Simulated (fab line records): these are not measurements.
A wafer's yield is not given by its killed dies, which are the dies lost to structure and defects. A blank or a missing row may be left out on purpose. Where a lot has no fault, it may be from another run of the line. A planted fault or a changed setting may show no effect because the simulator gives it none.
Matching of chambers | flow gf180mcu | GF_V1_CMP_04 on cmp-02 has 4 sister chambers
The step polishes SiO2. 4 wafers are shown with their chamber, then 10 later ones without.

== WAFERS, EACH WITH ITS CHAMBER ==
wafer  | chamber | motorCurrentA (A)
L084.6 | 3       | 12.5
L085.6 | 0       | 11.9
L088.3 | 1       | 10.9
L088.4 | 2       | 16.0

== WAFERS MISSING THEIR CHAMBER ==
wafer  | motorCurrentA (A)
L088.6 | 15.8
L090.1 | 10.9
L090.2 | 12.0
L090.5 | 15.3
L096.2 | 12.3
L096.3 | 10.6
L096.4 | 12.7
L097.1 | 12.3
L097.2 | 12.3
L097.6 | 10.7

== WHICH CHAMBER EACH ONE RAN IN ==
wafer  | from the rows above     | in truth
L088.6 | 2                       | 2
L090.1 | 1                       | 1
L090.2 | can't be placed: 0 or 3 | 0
L090.5 | 2                       | 2
L096.2 | can't be placed: 3 or 0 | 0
L096.3 | 1                       | 1
L096.4 | 3                       | 3
L097.1 | can't be placed: 3 or 0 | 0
L097.2 | can't be placed: 3 or 0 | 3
L097.6 | 1                       | 1
6 of 10 placed correctly. Unplaceable from these rows: 4, with the true chamber sitting among the candidates in 4. 0 placed wrongly.
How it was worked out, from the rows above alone: a wafer's distance from a chamber is the root of the sum, over the readings, of the square of ((its reading less the chamber's mean) divided by the reading's scatter). If the next closest chamber is less than 2 further off than the closest, the wafer can't be placed; otherwise it belongs to the closest. Each chamber's mean is taken over the wafers shown for it. The scatter (one wafer shown for each chamber): square how far every hidden wafer sits from the nearest shown wafer, average those squares and take the square root.
